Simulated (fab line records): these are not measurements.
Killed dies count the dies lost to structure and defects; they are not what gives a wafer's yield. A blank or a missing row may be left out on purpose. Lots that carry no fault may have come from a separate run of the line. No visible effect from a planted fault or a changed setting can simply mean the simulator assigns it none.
What tool caused it? -- flow sky130 -- 29 wafers from 10 lots sampled at 6 of the route's 708 steps

WHAT THE GAUGES READ, wafer by wafer
The record holds no reading of a measuring or inspecting step that can be judged against a usual standard deviation.

WHAT TOOL EACH LOT RAN ON (gives the tool, then ch and the chambers of the sampled wafers, and finally the start)
lot,SKY_METAL3_ETCH_16,SKY_VIA3_ETCH_14,SKY_VIA3_ETCH_15,SKY_VIA3_STRIP_16,SKY_METAL4_SPUTTER_03,SKY_PAD_OPEN_PROBE_99
L680,"rie_metal-03 ch 0, day 38 05:17","rie_diel-04 ch 0,1,3, day 39 07:20","rie_diel-04 ch 0,1,3, day 39 07:22","plasma_asher-04 ch 0,1, day 39 07:26","pvd_sputter-01, day 39 08:47",-
L681,"rie_metal-04 ch 0,1, day 39 00:24","rie_diel-03 ch 0,1,2, day 40 03:20","rie_diel-03 ch 0,1,2, day 40 03:22","plasma_asher-04 ch 0,1, day 40 03:26","pvd_sputter-02, day 40 05:07",-
L683,"rie_metal-03 ch 0,1, day 39 22:36","rie_diel-04 ch 2,3, day 41 00:12","rie_diel-04 ch 2,3, day 41 00:15","plasma_asher-04 ch 0,1, day 41 00:20","pvd_sputter-03, day 41 01:39",-
L684,"rie_metal-02 ch 0,1, day 40 02:39","rie_diel-01 ch 0,1,2, day 41 04:44","rie_diel-01 ch 0,1,2, day 41 04:46","plasma_asher-04 ch 0,1, day 41 04:50","pvd_sputter-01, day 41 06:19",-
L693,"rie_metal-03 ch 1, day 42 10:22","rie_diel-03 ch 0,1, day 43 11:01","rie_diel-03 ch 0,1, day 43 11:04","plasma_asher-04 ch 0,1, day 43 11:07","pvd_sputter-01, day 43 12:28","prober-02, day 48 23:13"
L695,"rie_metal-04 ch 1, day 43 02:45","rie_diel-03 ch 1,2, day 44 02:31","rie_diel-03 ch 1,2, day 44 02:34","plasma_asher-03 ch 0, day 44 02:37","pvd_sputter-01, day 44 04:11",-
L698,"rie_metal-02 ch 0,1, day 43 13:55","rie_diel-03 ch 0,2,3, day 44 14:19","rie_diel-03 ch 0,2,3, day 44 14:22","plasma_asher-04 ch 0,1, day 44 14:25","pvd_sputter-02, day 44 15:46",-
L699,"rie_metal-03 ch 0,1, day 44 07:01","rie_diel-01 ch 1,2,3, day 45 06:40","rie_diel-01 ch 1,2,3, day 45 06:43","plasma_asher-04 ch 0,1, day 45 06:46","pvd_sputter-02, day 45 08:07",-
L702,"rie_metal-04 ch 0,1, day 44 22:52","rie_diel-04 ch 1,2,3, day 45 20:23","rie_diel-04 ch 1,2,3, day 45 20:26","plasma_asher-02 ch 0,1, day 45 20:29","pvd_sputter-03, day 45 21:50",-
L703,"rie_metal-02 ch 0,1, day 45 01:22","rie_diel-04 ch 0,2,3, day 45 23:32","rie_diel-04 ch 0,2,3, day 45 23:35","plasma_asher-03 ch 0,1, day 45 23:38","pvd_sputter-02, day 46 01:19",-
- SKY_METAL3_ETCH_16: etches BARC in N2/H2, stops on SiO2, time 88.2 s, target depth 60 nm.
- SKY_VIA3_ETCH_14: etches BARC in N2/H2, stops on SiO2, time 45.9 s, target depth 60 nm.
- SKY_VIA3_ETCH_15: etches SiO2 in C4F8/O2/Ar, stops on TiN, target depth 507 nm, time 78 s.
- SKY_VIA3_STRIP_16: strips in O2/N2.
- SKY_METAL4_SPUTTER_03: material Ti, target thk 5 nm, time 3.3 s.
- SKY_PAD_OPEN_PROBE_99

AS READ BY THE TOOLS THEMSELVES (means over the sampled wafers that have a number; for cases with no such wafer, the mark the record gives instead)
SKY_METAL3_ETCH_16. Usual: drypump_motor_current_A 6.0 A, standard deviation 0.56; oes_product_au 0.626 a.u., standard deviation 0.0046; rf_fwd_power_W 497.3 W, standard deviation 1.5; throttle_valve_pct 13.204 %, standard deviation 0.0091.
lot,tool,drypump_motor_current_A (A),oes_product_au (a.u.),rf_fwd_power_W (W),throttle_valve_pct (%),flag
L680,rie_metal-03,6.6,0.622,495.7,13.199,
L681,rie_metal-04,6.2,0.619,495.9,13.205,
L683,rie_metal-03,5.6,0.622,497.4,13.199,
L684,rie_metal-02,5.8,0.628,499.2,13.206,
L693,rie_metal-03,5.1,0.628,499.1,13.197,
L695,rie_metal-04,6.5,0.624,497.8,13.206,
L698,rie_metal-02,5.9,0.620,498.2,13.195,
L699,rie_metal-03,5.6,0.628,497.2,13.206,
L702,rie_metal-04,6.2,0.632,496.8,13.211,
L703,rie_metal-02,6.1,0.632,495.9,13.205,

SKY_VIA3_ETCH_14. Usual: drypump_motor_current_A 5.7 A, standard deviation 0.39; oes_product_au 0.856 a.u., standard deviation 0.0046; rf_fwd_power_W 495.1 W, standard deviation 1.9; throttle_valve_pct 13.223 %, standard deviation 0.0092.
lot,tool,drypump_motor_current_A (A),oes_product_au (a.u.),rf_fwd_power_W (W),throttle_valve_pct (%),flag
L680,rie_diel-04,5.6,0.856,494.4,13.224,
L681,rie_diel-03,5.6,0.856,494.4,13.227,
L683,rie_diel-04,5.6,0.853,496.1,13.228,
L684,rie_diel-01,5.8,0.856,497.0,13.219,
L693,rie_diel-03,5.4,0.856,495.5,13.221,
L695,rie_diel-03,5.9,0.860,494.0,13.230,
L698,rie_diel-03,5.6,0.864,496.6,13.223,
L699,rie_diel-01,6.0,0.855,496.5,13.216,
L702,rie_diel-04,5.5,0.856,495.2,13.226,
L703,rie_diel-04,5.7,0.856,497.0,13.227,

SKY_VIA3_ETCH_15. Usual: oes_product_au 0.947 a.u., standard deviation 0.0056; rf_fwd_power_W 1490 W, standard deviation 5.3.
lot,tool,oes_product_au (a.u.),rf_fwd_power_W (W),flag
L680,rie_diel-04,0.940,1493,
L681,rie_diel-03,0.948,1488,
L683,rie_diel-04,0.941,1496,
L684,rie_diel-01,0.943,1492,
L693,rie_diel-03,0.952,1485,
L695,rie_diel-03,0.940,1484,
L698,rie_diel-03,0.948,1493,
L699,rie_diel-01,0.947,1491,
L702,rie_diel-04,0.951,1490,
L703,rie_diel-04,0.946,1491,

SKY_VIA3_STRIP_16. Usual: drypump_motor_current_A 5.5 A, standard deviation 0.59; oes_product_au 0.403 a.u., standard deviation 0.0048; strip_time_to_endpoint_s 4.154 s, standard deviation 0.028.
lot,tool,drypump_motor_current_A (A),oes_product_au (a.u.),strip_time_to_endpoint_s (s),flag
L680,plasma_asher-04,5.3,0.406,4.164,
L681,plasma_asher-04,5.8,0.406,4.127,
L683,plasma_asher-04,5.8,0.401,4.177,
L684,plasma_asher-04,5.8,0.405,4.149,
L693,plasma_asher-04,5.2,0.401,4.150,
L695,plasma_asher-03,4.8,0.392,3.897,OFF
L698,plasma_asher-04,5.3,0.396,3.997,OFF
L699,plasma_asher-04,5.3,0.404,4.144,
L702,plasma_asher-02,5.9,0.408,4.189,
L703,plasma_asher-03,5.5,0.402,4.180,

SKY_METAL4_SPUTTER_03. Usual: throttle_valve_pct reads 30.0 % (standard deviation 1.1).
lot,tool,throttle_valve_pct (%),flag
L680,pvd_sputter-01,28.6,
L681,pvd_sputter-02,29.5,
L683,pvd_sputter-03,30.7,
L684,pvd_sputter-01,30.0,
L693,pvd_sputter-01,29.5,
L695,pvd_sputter-01,30.2,
L698,pvd_sputter-02,30.7,
L699,pvd_sputter-02,30.2,
L702,pvd_sputter-03,30.9,
L703,pvd_sputter-02,30.7,

SKY_PAD_OPEN_PROBE_99. Usual: defect_limited_yield 82.3 %, standard deviation 2; killed_at_M0_to_M3 44, standard deviation 7.5; killed_at_M4_up 2.9, standard deviation 1.8; killed_at_contacts 24, standard deviation 5.1; killed_at_front_end 16, standard deviation 4.7; killed_at_other 0.3, standard deviation 0.46; killed_dies 87, standard deviation 9.9; killed_open 47, standard deviation 8; killed_short 39, standard deviation 6.3; sort_bin_3_pad_short 0.8 %, standard deviation 0.43; sort_bin_5_function 10.6 %, standard deviation 1.6; sort_bin_6_memory 6.3 %, standard deviation 1.1; sort_n_pass 405, standard deviation 9.9; sort_yield_pct 82.3 %, standard deviation 2.
lot,tool,defect_limited_yield (%),killed_at_M0_to_M3,killed_at_M4_up,killed_at_contacts,killed_at_front_end,killed_at_other,killed_dies,killed_open,killed_short,sort_bin_3_pad_short (%),sort_bin_5_function (%),sort_bin_6_memory (%),sort_n_pass,sort_yield_pct (%),flag
L693,prober-02,81.2,49,2.7,28,12,0.0,92,55,37,0.9,11.0,6.9,400,81.2,

THE ANSWER, worked out from the rows above alone
Rule: lot off if the mean of its wafers having a number is beyond 3 standard deviations from the usual mean. A lot without any number at a reading at which 4 lots or more have one is off too. The other lots that the step has rows for count as sound. After the gauges, taken in route order, come the tools' own readings; for these a lot's mean is taken, as printed above. The first step at which some lot is off is used, and at that step the reading that is off furthest; a lot without a number counts as furthest.
Off: L695, L698, at SKY_VIA3_STRIP_16 (strip_time_to_endpoint_s).
A tool fits if, at that step or a process step before it, it ran every lot that is off, and no sound lot after the first of them. One candidate fits, namely rie_diel-03 at SKY_VIA3_ETCH_14 and SKY_VIA3_ETCH_15. At SKY_VIA3_ETCH_14 its last sound lot is L693 (day 43 11:01), its first lot that is off L695 (day 44 02:31): a fault that began between those two fits.
On the lots that are off, the tool's own readings at SKY_VIA3_ETCH_14 differ by more than 5 times the standard deviation of the sound lots' means, which bears it out; oes_product_au reads 0.862 a.u. there versus 0.855 a.u. on the sound lots.

WHAT WAS PUT IN BY THE SIMULATOR
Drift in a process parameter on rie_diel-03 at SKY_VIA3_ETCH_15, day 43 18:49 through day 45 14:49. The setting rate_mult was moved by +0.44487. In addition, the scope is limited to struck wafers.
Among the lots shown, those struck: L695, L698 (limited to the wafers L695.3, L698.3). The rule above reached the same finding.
